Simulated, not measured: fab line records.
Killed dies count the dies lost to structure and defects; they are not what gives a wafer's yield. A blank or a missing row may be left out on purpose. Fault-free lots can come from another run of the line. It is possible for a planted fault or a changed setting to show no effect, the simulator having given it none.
The tool behind it: which one? | flow gf180mcu | 24 lots, 72 wafers sampled, at 1 step of a route of 602

WHAT EACH GAUGE READ, for each wafer
GF_HV_LDD_OVL_MEAS_47. Usual: HV_LDD_03_OVL typically reads -1.3 nm, with standard deviation 1.3.
lot  | measured     | on         | HV_LDD_03_OVL (nm) | flag
L074 | day 12 07:10 | overlay-01 | -2.8 -1.1 -2.8     |
L075 | day 12 17:30 | overlay-01 | -3.2 -3.8 -3.4     |
L076 | day 12 23:08 | overlay-01 | -1.8 -3.2 -3.4     |
L077 | day 13 09:08 | overlay-01 | 0.0 -0.7 -2.2      |
L078 | day 13 15:49 | overlay-02 | 0.6 0.1 0.9        |
L079 | day 14 00:47 | overlay-01 | -2.1 -0.9 -1.3     |
L080 | day 14 08:23 | overlay-01 | -1.3 -2.4 0.6      |
L081 | day 14 18:53 | overlay-02 | -0.9 -0.7 -0.9     |
L082 | day 15 01:54 | overlay-01 | -1.3 -3.6 -2.4     |
L083 | day 15 05:33 | overlay-01 | -2.3 -1.7 -2.3     |
L084 | day 15 19:19 | overlay-02 | -1.0 -1.4 -2.0     |
L085 | day 15 23:53 | overlay-01 | -0.9 0.1 0.0       |
L086 | day 16 09:05 | overlay-01 | -1.1 -1.0 -2.1     |
L087 | day 16 17:15 | overlay-02 | -1.9 -3.1 -2.0     |
L088 | day 17 01:51 | overlay-01 | -0.9 -1.8 2.1      |
L089 | day 17 11:45 | overlay-01 | 1.5 -1.4 -0.9      |
L090 | day 17 16:14 | overlay-02 | 0.2 -2.4 -2.0      |
L091 | day 18 00:47 | overlay-02 | -1.6 -1.9 -2.7     |
L092 | day 18 09:48 | overlay-01 | -1.3 -3.7 -2.7     |
L093 | day 18 15:17 | overlay-01 | -2.4 -2.8 -1.1     |
L094 | day 19 00:54 | overlay-02 | -2.2 -2.2 -1.9     |
L095 | day 19 07:21 | overlay-02 | -1.1 -2.0 -1.2     |
L096 | day 19 20:51 | overlay-01 | -0.3 -2.1 -0.2     |
L097 | day 20 05:56 | overlay-01 | -3.0 -3.3 -2.2     |

WHAT TOOL EACH LOT RAN ON (gives the tool, then ch and the chambers of the sampled wafers, and finally the start)
The record shows no process step preceding these readings.

WHAT THE TOOLS THEMSELVES READ (means of the sampled wafers that have a number; where no wafer has one, the mark that the record gives instead)
The record holds no such reading with a usual standard deviation.

THE ANSWER, worked out from the rows above alone
Rule: a lot counts as off when the mean over its wafers that have a number is more than 3 standard deviations away from the usual mean. Also off: a lot with no number at a reading for which 4 or more lots have one. All remaining lots with rows at the step are treated as sound. Order of review: gauges by route order, followed by the tools' own readings, for which a lot's mean as printed above is used. The first step at which some lot is off is used, and at that step the reading that is off furthest; a lot without a number counts as furthest.
Nothing can be told from this: no lot is off at any reading shown.

WHAT THE SIMULATOR HAD PUT IN
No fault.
